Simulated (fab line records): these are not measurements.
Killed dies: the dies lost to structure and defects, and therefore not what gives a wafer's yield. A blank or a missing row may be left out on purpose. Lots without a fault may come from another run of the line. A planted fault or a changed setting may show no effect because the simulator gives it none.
Which tool is to blame? :: flow sfqLine :: 14 lots, 42 wafers sampled, at 4 steps of a route of 325

== WHAT THE GAUGES READ, wafer by wafer ==
SFQ_I0_BOW_MEAS_907. Usual: I0_BOW 2 um, standard deviation 7.2.
lot: L629
measured: day 11 16:17
on: filmMetro-02
I0_BOW (um): 5 9 -1
flag: 

lot: L630
measured: day 11 18:42
on: filmMetro-04
I0_BOW (um): 1 -12 0
flag: 

lot: L633
measured: day 13 02:20
on: filmMetro-03
I0_BOW (um): -2 -9 -2
flag: 

lot: L635
measured: day 13 19:34
on: filmMetro-02
I0_BOW (um): 9 -1 2
flag: 

lot: L637
measured: day 14 17:13
on: filmMetro-03
I0_BOW (um): 3 -7 -2
flag: 

lot: L638
measured: day 15 01:52
on: filmMetro-03
I0_BOW (um): -5 3 9
flag: 

lot: L639
measured: day 15 10:52
on: filmMetro-04
I0_BOW (um): 6 4 6
flag: 

lot: L640
measured: day 15 17:32
on: filmMetro-04
I0_BOW (um): 4 8 0
flag: 

lot: L641
measured: day 15 20:38
on: filmMetro-02
I0_BOW (um): -9 -11 -2
flag: 

lot: L642
measured: day 16 05:33
on: filmMetro-04
I0_BOW (um): -1 1 0
flag: 

lot: L649
measured: day 18 20:47
on: filmMetro-04
I0_BOW (um): 5 6 -2
flag: 

lot: L650
measured: day 19 04:00
on: filmMetro-02
I0_BOW (um): 3 -1 -1
flag: 

lot: L651
measured: day 19 11:18
on: filmMetro-03
I0_BOW (um): 5 1 -5
flag: 

lot: L652
measured: day 19 19:07
on: filmMetro-04
I0_BOW (um): 12 3 -4
flag: 

SFQ_M6_RS_MEAS_938: the measuring method here is four-point-probe. Usual: M6_NB_RS 0.890 ohm/sq, standard deviation 0.0095.
lot: L629
measured: day 66 03:43
on: filmMetro-02
M6_NB_RS (ohm/sq): 0.897 0.909 0.888
flag: 

lot: L630
measured: day 66 12:56
on: filmMetro-02
M6_NB_RS (ohm/sq): 0.889 0.897 0.880
flag: 

lot: L633
measured: day 67 12:31
on: filmMetro-02
M6_NB_RS (ohm/sq): 0.897 0.895 0.900
flag: 

lot: L635
measured: day 72 06:40
on: filmMetro-03
M6_NB_RS (ohm/sq): 0.898 0.899 0.903
flag: 

lot: L637
measured: day 72 09:04
on: filmMetro-04
M6_NB_RS (ohm/sq): 0.888 0.900 0.897
flag: 

lot: L638
measured: day 72 10:19
on: filmMetro-03
M6_NB_RS (ohm/sq): 0.899 0.897 0.895
flag: 

lot: L639
measured: day 72 11:31
on: filmMetro-02
M6_NB_RS (ohm/sq): 0.866 0.878 0.879
flag: 

lot: L640
measured: day 72 21:41
on: filmMetro-02
M6_NB_RS (ohm/sq): 0.888 0.884 0.893
flag: 

lot: L641
measured: day 73 00:04
on: filmMetro-02
M6_NB_RS (ohm/sq): 0.882 0.869 0.883
flag: 

lot: L642
measured: day 79 01:02
on: filmMetro-03
M6_NB_RS (ohm/sq): 0.901 0.901 0.903
flag: 

lot: L649
measured: day 82 15:03
on: filmMetro-03
M6_NB_RS (ohm/sq): 0.901 0.911 0.899
flag: 

lot: L650
measured: day 82 21:55
on: filmMetro-02
M6_NB_RS (ohm/sq): 0.891 0.882 0.877
flag: 

lot: L651
measured: day 82 23:05
on: filmMetro-04
M6_NB_RS (ohm/sq): 0.901 0.887 0.893
flag: 

lot: L652
measured: day 83 00:19
on: filmMetro-02
M6_NB_RS (ohm/sq): 0.885 0.891 0.878
flag: 

== EACH LOT AND THE TOOL THAT RAN IT (in order: tool; ch and the chambers of the sampled wafers; start) ==
lot: L629
SFQ_TRILAYER_M2_STRIP_STRIP_061: rieMetal-02 ch 0,1, day 36 11:14
SFQ_TRILAYER_I2_CMP_CMP_064: cmp-02 ch 0,1,2, day 36 14:23

lot: L630
SFQ_TRILAYER_M2_STRIP_STRIP_061: rieMetal-02 ch 0,1, day 36 14:50
SFQ_TRILAYER_I2_CMP_CMP_064: cmp-02 ch 0,2,3, day 36 16:53

lot: L633
SFQ_TRILAYER_M2_STRIP_STRIP_061: rieMetal-03 ch 0,1, day 37 13:38
SFQ_TRILAYER_I2_CMP_CMP_064: cmp-02 ch 0,1, day 37 15:13

lot: L635
SFQ_TRILAYER_M2_STRIP_STRIP_061: rieMetal-03 ch 0,1, day 38 06:26
SFQ_TRILAYER_I2_CMP_CMP_064: cmp-02 ch 0,1,3, day 38 07:17

lot: L637
SFQ_TRILAYER_M2_STRIP_STRIP_061: rieMetal-02 ch 0,1, day 39 11:51
SFQ_TRILAYER_I2_CMP_CMP_064: cmp-02 ch 0,1,3, day 39 13:55

lot: L638
SFQ_TRILAYER_M2_STRIP_STRIP_061: rieMetal-02 ch 0,1, day 39 16:51
SFQ_TRILAYER_I2_CMP_CMP_064: cmp-02 ch 0,1, day 39 18:01

lot: L639
SFQ_TRILAYER_M2_STRIP_STRIP_061: rieMetal-03 ch 0,1, day 39 19:15
SFQ_TRILAYER_I2_CMP_CMP_064: cmp-01 ch 0,2,3, day 39 21:55

lot: L640
SFQ_TRILAYER_M2_STRIP_STRIP_061: rieMetal-02 ch 0,1, day 39 21:27
SFQ_TRILAYER_I2_CMP_CMP_064: cmp-02 ch 1,2,3, day 40 00:31

lot: L641
SFQ_TRILAYER_M2_STRIP_STRIP_061: rieMetal-03 ch 0,1, day 39 22:39
SFQ_TRILAYER_I2_CMP_CMP_064: cmp-01 ch 0,1,2, day 40 00:25

lot: L642
SFQ_TRILAYER_M2_STRIP_STRIP_061: rieMetal-01 ch 0,1, day 40 00:03
SFQ_TRILAYER_I2_CMP_CMP_064: cmp-02 ch 0,1,3, day 40 02:31

lot: L649
SFQ_TRILAYER_M2_STRIP_STRIP_061: rieMetal-02 ch 0,1, day 40 14:15
SFQ_TRILAYER_I2_CMP_CMP_064: cmp-02 ch 0,2, day 40 18:01

lot: L650
SFQ_TRILAYER_M2_STRIP_STRIP_061: rieMetal-03 ch 0,1, day 40 15:27
SFQ_TRILAYER_I2_CMP_CMP_064: cmp-01 ch 0,1,3, day 40 18:25

lot: L651
SFQ_TRILAYER_M2_STRIP_STRIP_061: rieMetal-01 ch 0,1, day 40 16:39
SFQ_TRILAYER_I2_CMP_CMP_064: cmp-02 ch 0,2,3, day 40 20:31

lot: L652
SFQ_TRILAYER_M2_STRIP_STRIP_061: rieMetal-01 ch 0,1, day 40 21:27
SFQ_TRILAYER_I2_CMP_CMP_064: cmp-01 ch 0,2,3, day 41 01:55
- SFQ_TRILAYER_M2_STRIP_STRIP_061: strips in O2.
- SFQ_TRILAYER_I2_CMP_CMP_064: polishes SiO2.

== AS READ BY THE TOOLS THEMSELVES (means over the sampled wafers that have a number; for cases with no such wafer, the mark the record gives instead) ==
SFQ_TRILAYER_M2_STRIP_STRIP_061. Usual: drypumpMotorCurrentA 6.09 A, standard deviation 0.3; heBacksideLeakSccm 3.51 sccm, standard deviation 0.14; oesProductAu 1.000 a.u., standard deviation 0.0097.
lot: L629
tool: rieMetal-02
drypumpMotorCurrentA (A): 6.09
heBacksideLeakSccm (sccm): 3.55
oesProductAu (a.u.): 1.014
flag: 

lot: L630
tool: rieMetal-02
drypumpMotorCurrentA (A): 6.00
heBacksideLeakSccm (sccm): 3.38
oesProductAu (a.u.): 1.000
flag: 

lot: L633
tool: rieMetal-03
drypumpMotorCurrentA (A): 6.00
heBacksideLeakSccm (sccm): 3.59
oesProductAu (a.u.): 0.994
flag: 

lot: L635
tool: rieMetal-03
drypumpMotorCurrentA (A): 6.32
heBacksideLeakSccm (sccm): 3.54
oesProductAu (a.u.): 1.003
flag: 

lot: L637
tool: rieMetal-02
drypumpMotorCurrentA (A): 6.02
heBacksideLeakSccm (sccm): 3.34
oesProductAu (a.u.): 1.004
flag: 

lot: L638
tool: rieMetal-02
drypumpMotorCurrentA (A): 6.14
heBacksideLeakSccm (sccm): 3.35
oesProductAu (a.u.): 1.012
flag: 

lot: L639
tool: rieMetal-03
drypumpMotorCurrentA (A): 6.02
heBacksideLeakSccm (sccm): 3.57
oesProductAu (a.u.): 0.990
flag: 

lot: L640
tool: rieMetal-02
drypumpMotorCurrentA (A): 6.14
heBacksideLeakSccm (sccm): 3.58
oesProductAu (a.u.): 0.995
flag: 

lot: L641
tool: rieMetal-03
drypumpMotorCurrentA (A): 6.01
heBacksideLeakSccm (sccm): 3.51
oesProductAu (a.u.): 0.998
flag: 

lot: L642
tool: rieMetal-01
drypumpMotorCurrentA (A): 5.98
heBacksideLeakSccm (sccm): 3.53
oesProductAu (a.u.): 1.013
flag: 

lot: L649
tool: rieMetal-02
drypumpMotorCurrentA (A): 6.14
heBacksideLeakSccm (sccm): 3.60
oesProductAu (a.u.): 1.006
flag: 

lot: L650
tool: rieMetal-03
drypumpMotorCurrentA (A): 6.01
heBacksideLeakSccm (sccm): 3.51
oesProductAu (a.u.): 0.991
flag: 

lot: L651
tool: rieMetal-01
drypumpMotorCurrentA (A): 6.06
heBacksideLeakSccm (sccm): 3.48
oesProductAu (a.u.): 0.995
flag: 

lot: L652
tool: rieMetal-01
drypumpMotorCurrentA (A): 6.02
heBacksideLeakSccm (sccm): 3.48
oesProductAu (a.u.): 0.999
flag: 

SFQ_TRILAYER_I2_CMP_CMP_064. Usual: headPressurePsi 3.000 psi, standard deviation 0.0059; motorCurrentA 10.4 A, standard deviation 1.3; timeToEndpointS 215 s, standard deviation 6.8.
lot: L629
tool: cmp-02
headPressurePsi (psi): 2.997
motorCurrentA (A): 10.7
timeToEndpointS (s): 224
flag: 

lot: L630
tool: cmp-02
headPressurePsi (psi): 3.002
motorCurrentA (A): 9.9
timeToEndpointS (s): 205
flag: 

lot: L633
tool: cmp-02
headPressurePsi (psi): 3.000
motorCurrentA (A): 11.3
timeToEndpointS (s): 214
flag: 

lot: L635
tool: cmp-02
headPressurePsi (psi): 2.999
motorCurrentA (A): 10.6
timeToEndpointS (s): 212
flag: 

lot: L637
tool: cmp-02
headPressurePsi (psi): 3.001
motorCurrentA (A): 10.5
timeToEndpointS (s): 218
flag: 

lot: L638
tool: cmp-02
headPressurePsi (psi): 2.998
motorCurrentA (A): 10.2
timeToEndpointS (s): 223
flag: 

lot: L639
tool: cmp-01
headPressurePsi (psi): 2.996
motorCurrentA (A): 10.0
timeToEndpointS (s): 215
flag: 

lot: L640
tool: cmp-02
headPressurePsi (psi): 3.004
motorCurrentA (A): 11.2
timeToEndpointS (s): 222
flag: 

lot: L641
tool: cmp-01
headPressurePsi (psi): 3.000
motorCurrentA (A): 10.2
timeToEndpointS (s): 222
flag: 

lot: L642
tool: cmp-02
headPressurePsi (psi): 3.005
motorCurrentA (A): 10.9
timeToEndpointS (s): 217
flag: 

lot: L649
tool: cmp-02
headPressurePsi (psi): 3.129
motorCurrentA (A): 9.5
timeToEndpointS (s): 210
flag: OFF

lot: L650
tool: cmp-01
headPressurePsi (psi): 3.002
motorCurrentA (A): 10.1
timeToEndpointS (s): 205
flag: 

lot: L651
tool: cmp-02
headPressurePsi (psi): 3.059
motorCurrentA (A): 9.7
timeToEndpointS (s): 209
flag: OFF

lot: L652
tool: cmp-01
headPressurePsi (psi): 2.995
motorCurrentA (A): 10.1
timeToEndpointS (s): 217
flag: 

== THE ANSWER, worked out from the rows above alone ==
Rule: a lot counts as off when the mean over its wafers that have a number is more than 3 standard deviations away from the usual mean. Also off: a lot with no number at a reading for which 4 or more lots have one. The other lots that the step has rows for count as sound. Order of review: gauges by route order, followed by the tools' own readings, for which a lot's mean as printed above is used. At the first step where some lot is off, the reading lying furthest off is the one used; lots without a number count as furthest.
Off at SFQ_TRILAYER_I2_CMP_CMP_064 (headPressurePsi): L649, L651.
A tool fits if, at that step or a process step before it, it ran every lot that is off, and no sound lot after the first of them. One candidate fits, namely cmp-02 at SFQ_TRILAYER_I2_CMP_CMP_064. A fault onset in the window from L642 (day 40 02:31, its last sound lot) to L649 (day 40 18:01, its first lot off) fits.
The tool's own readings at SFQ_TRILAYER_I2_CMP_CMP_064 bear it out: on the lots that are off they differ by more than 5 times the standard deviation of the sound lots' means. headPressurePsi reads 3.094 psi there against 3.000 psi on the sound lots.

== WHAT THE SIMULATOR HAD INSERTED ==
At SFQ_TRILAYER_I2_CMP_CMP_064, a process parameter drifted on cmp-02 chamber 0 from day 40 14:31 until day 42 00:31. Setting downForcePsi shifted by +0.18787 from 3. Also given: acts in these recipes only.
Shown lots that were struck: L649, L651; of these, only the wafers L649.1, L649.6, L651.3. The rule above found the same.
